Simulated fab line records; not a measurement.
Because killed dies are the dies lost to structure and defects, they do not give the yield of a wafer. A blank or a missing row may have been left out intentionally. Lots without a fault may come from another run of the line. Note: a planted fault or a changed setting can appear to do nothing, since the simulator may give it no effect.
Comparing a struck lot with a sound one / flow sky130 / 15 steps out of a route of 708
Sound: these wafers, L970.1, L970.2, L970.5. The struck wafers were L973.2, L973.3, L973.6. The cause is given at the end.
Per side, at each step with rows, come the tool, then ch with its chambers, and then its first start. Under that, the readings that differ: sound wafers / struck wafers / difference of the means / sigmas: that difference in standard deviations of wafers without a fault.
alike: a reading whose means differ by less than 2 such deviations, as well as words and numbers matching on both sides. not compared: withheld readings; readings where some wafer has no value; bounds like >300 that might hide an equal value; numbers whose values overlap and for which the record gives no deviation.
A row with sigmas, a row that says differs or no value, or rows on one side alone: a step with any of these is where the two part. Numbers that don't overlap but have no deviation are shown without sigmas and don't part them. A reading missing from all wafers of one side parts the sides only when that side holds two or more wafers.

first, 1 step without rows for these wafers: SKY_PWDE_IMPLANT_08.
SKY_PWDE_STRIP_09: strips in O2/N2.
  sound on plasma asher-03 ch 0,1, day 5 04:50; struck on plasma asher-03 ch 0, day 5 21:54
  alike: drypump motor current A, oes product au, strip time to endpoint s
  not compared: rf hours counter h
SKY_PWDE_TW_MEAS_10:
  sound on film metro-03, day 5 04:56; struck on film metro-01, day 5 22:01
reading=PWDE_TW; sound=370.2 368.2 369.6; struck=378.1 375.7 378.9; difference=+8.2; sigmas=+3
then, 7 steps without rows for these wafers: SKY_NWELL_DEHYDRATE_03 (time 60 s); SKY_NWELL_HMDS_04 (prime time 60 s); SKY_NWELL_COAT_05 (resist thk 3000 nm); SKY_NWELL_SOFTBAKE_06; SKY_NWELL_EXPOSE_07 (exposes mask NWM, target cd 840 nm); SKY_NWELL_PEB_08; SKY_NWELL_DEVELOP_09 (develop time 60 s).
SKY_NWELL_OVL_MEAS_10:
  sound on overlay-02, day 5 21:22; struck on overlay-01, day 6 16:55
  alike: NWELL_00_OVL
then, 1 step without rows for these wafers: SKY_NWELL_IMPLANT_11.
SKY_NWELL_IMPLANT_12:
  sound on implanter-01 ch 0, day 5 21:33; struck on implanter-01 ch 0, day 6 17:07
reading=beam energy keV; sound=120.03 119.98 119.97; struck=122.55 122.58 122.56; difference=+2.57; sigmas=+80
  alike: beam on s, faraday current uA
then, 1 step without rows for these wafers: SKY_NWELL_IMPLANT_13.
-- the record jumps here: 41 days lie between the struck wafers' starts before and after (it left off in module NWELL and takes up again in module PAD_OPEN, whose first step shown is number 708 of the route) --
SKY_PAD_OPEN_PROBE_99:
  sound on prober-01, day 47 07:26; struck on prober-01, day 48 04:44
  alike: killed_at_M0_to_M3, killed_at_M4_up, killed at contacts, killed at front end, killed at other, killed dies, killed open, killed short

== WHERE THEY PART ==
Last at SKY_NWELL_IMPLANT_12 as far as this record goes, first at SKY_PWDE_TW_MEAS_10. Later steps at which nothing parts them and some readings are alike: SKY_PAD_OPEN_PROBE_99.

WHY: the cause the simulator had injected
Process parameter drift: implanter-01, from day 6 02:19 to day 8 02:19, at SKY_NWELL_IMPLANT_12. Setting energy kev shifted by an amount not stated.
